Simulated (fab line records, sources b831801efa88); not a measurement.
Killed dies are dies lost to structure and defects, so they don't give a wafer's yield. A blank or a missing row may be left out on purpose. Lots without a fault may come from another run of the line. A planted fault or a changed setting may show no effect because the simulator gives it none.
Chamber matching | flow gf180mcu | GF_POLY_GATE_ETCH_13 on rie_si-02: 4 sister chambers
The step etches poly-Si in HBr/Cl2, stops on SiO2, target depth 198.5 nm, time 69.6 s. 4 wafers are shown with their chamber, then 7 later ones without.

WAFERS WITH THEIR CHAMBER
wafer  | chamber | drypump_motor_current_A (A)
L854.5 | 1       | 5.8
L854.6 | 0       | 4.8
L856.1 | 2       | 6.1
L856.3 | 3       | 5.9

WAFERS WITHOUT THEIR CHAMBER
wafer  | drypump_motor_current_A (A)
L856.6 | 5.8
L857.2 | 5.8
L857.3 | 4.8
L857.6 | 6.0
L863.4 | 6.1
L863.6 | 6.0
L865.6 | 6.1

WHICH CHAMBER EACH WENT THROUGH
wafer  | from the rows above          | in truth
L856.6 | can't be placed: 1 or 3      | 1
L857.2 | can't be placed: 1 or 3      | 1
L857.3 | 0                            | 0
L857.6 | can't be placed: 2 or 3 or 1 | 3
L863.4 | 2                            | 2
L863.6 | can't be placed: 2 or 3 or 1 | 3
L865.6 | 2                            | 2
Placed correctly: 3 of 7. Can't be placed from these rows: 4 (the true chamber is among the candidates in 4). Placed wrongly: 0.
How it was worked out, from the rows above alone: a wafer's distance from a chamber is the root of the sum, over the readings, of the square of ((its reading less the chamber's mean) divided by the reading's scatter). The wafer belongs to the nearest chamber; if the next one is less than 2 further off, it can't be placed. A chamber's mean is the mean of its shown wafers. The scatter: with one shown wafer a chamber, the root of the mean of the squares of how far each hidden wafer lies from its nearest shown one.
